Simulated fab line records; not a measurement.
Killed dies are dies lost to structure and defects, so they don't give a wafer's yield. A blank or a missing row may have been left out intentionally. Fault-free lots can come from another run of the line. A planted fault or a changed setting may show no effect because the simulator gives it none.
Commonality check across tools    flow sky130    11 lots and 33 wafers in the sample

## REASON IT WAS OPENED
At SKY_SONOS_ONO_THK_MEAS_01 the reading SONOS_ONO_OXIDATION_THK is flagged on 3 of 11 lots. Wafers without a fault read 2.58 nm, standard deviation 0.058.
Rule: a lot gets a flag if all its wafers with a number sit over 4 standard deviations from that mean, or if no wafer of it has a number. All remaining lots are regarded as sound.

lot   measured      on            SONOS_ONO_OXIDATION_THK (nm), wafer by wafer  flag
L319  day 11 16:29  filmMetro-03  2.49 2.49 2.49                                
L323  day 13 03:46  filmMetro-01  3.02 2.93 2.96                                FLAGGED
L324  day 13 09:11  filmMetro-01  2.92 2.91 2.98                                FLAGGED
L325  day 13 12:04  filmMetro-01  2.96 2.95 2.95                                FLAGGED
L331  day 15 20:34  filmMetro-01  2.64 2.61 2.67                                
L332  day 16 06:46  filmMetro-03  2.53 2.63 2.50                                
L333  day 16 06:49  filmMetro-01  2.57 2.53 2.53                                
L335  day 17 03:28  filmMetro-03  2.52 2.58 2.60                                
L340  day 18 12:01  filmMetro-01  2.62 2.71 2.70                                
L341  day 18 22:09  filmMetro-03  2.67 2.65 2.67                                
L342  day 19 06:18  filmMetro-01  2.68 2.60 2.57                                
The mean of the flagged lots' numbers is 2.95 nm, +0.37 nm from the usual (+6 standard deviations).

## LOT BY LOT: THE TOOL USED
The record holds 2 process steps before the reading, out of a route of 708 steps. Every cell lists first the tool, next ch and the chambers used by the sampled wafers, and last the start.
lot   flag     SKY_FIELD_ISO_CMP_27          SKY_SONOS_ONO_OXIDATION_00
L319           cmp-01 ch 0,1,3, day 2 11:35  furnace-02 ch 0, day 11 15:07
L323  FLAGGED  cmp-01 ch 0,2,3, day 3 07:48  furnace-02 ch 0, day 13 02:25
L324  FLAGGED  cmp-01 ch 0,1, day 3 11:46    furnace-02 ch 0, day 13 07:50
L325  FLAGGED  cmp-01 ch 1,2, day 3 15:08    furnace-02 ch 0, day 13 10:42
L331           cmp-01 ch 1,3, day 5 01:12    furnace-01 ch 0, day 15 19:13
L332           cmp-01 ch 0,2,3, day 5 07:11  furnace-01 ch 0, day 16 05:25
L333           cmp-02 ch 1,3, day 5 09:23    furnace-01 ch 0, day 16 05:25
L335           cmp-02 ch 1,2,3, day 5 22:03  furnace-01 ch 0, day 17 02:05
L340           cmp-02 ch 1,2, day 6 23:14    furnace-02 ch 0, day 18 10:41
L341           cmp-01 ch 0,1,2, day 7 06:09  furnace-02 ch 0, day 18 20:48
L342           cmp-02 ch 0,2,3, day 7 13:17  furnace-02 ch 0, day 19 04:58
What is done by these steps:
- SKY_FIELD_ISO_CMP_27: polishes, stops on Si3N4, t overpolish 16 s, target thk 457.8 nm.
- SKY_SONOS_ONO_OXIDATION_00: stabilise 600 s, purge 300 s, target thk 2.6 nm.
- SKY_SONOS_ONO_THK_MEAS_01

## FLAGGED OVER TOTAL, TOOL BY TOOL (the gauges that took the reading come last)
step                        tool          lots run  flagged  share of the flagged lots  sound lots run after its first flagged lot
SKY_FIELD_ISO_CMP_27        cmp-01        7         3        all                        3 (L331,L332,L341)
SKY_FIELD_ISO_CMP_27        cmp-02        4         0        none                       -
SKY_SONOS_ONO_OXIDATION_00  furnace-01    4         0        none                       -
SKY_SONOS_ONO_OXIDATION_00  furnace-02    7         3        all                        3 (L340,L341,L342)
SKY_SONOS_ONO_THK_MEAS_01   filmMetro-01  7         3        all                        4 (L331,L333,L340,L342)
SKY_SONOS_ONO_THK_MEAS_01   filmMetro-03  4         0        none                       -

## WHAT THE TABLE PERMITS
cmp-01 at SKY_FIELD_ISO_CMP_27, furnace-02 at SKY_SONOS_ONO_OXIDATION_00 and filmMetro-01 at SKY_SONOS_ONO_THK_MEAS_01: these 3 rows of the table ran every flagged lot.
- cmp-01 at SKY_FIELD_ISO_CMP_27: 3 of its 7 lots flagged. Sound lots followed the first flagged one (L331, L332, L341) on it, something a lasting fault affecting the whole tool could not allow.
- furnace-02 at SKY_SONOS_ONO_OXIDATION_00: 3 of its 7 lots flagged. Sound lots followed the first flagged one (L340, L341, L342) on it, something a lasting fault affecting the whole tool could not allow.
- filmMetro-01 at SKY_SONOS_ONO_THK_MEAS_01: 3 of its 7 lots flagged. Sound lots followed the first flagged one (L331, L333, L340, L342) on it, something a lasting fault affecting the whole tool could not allow.
None of the table's rows ran every flagged lot and, after the first, no sound lot.

## WHAT THE SIMULATOR PUT IN
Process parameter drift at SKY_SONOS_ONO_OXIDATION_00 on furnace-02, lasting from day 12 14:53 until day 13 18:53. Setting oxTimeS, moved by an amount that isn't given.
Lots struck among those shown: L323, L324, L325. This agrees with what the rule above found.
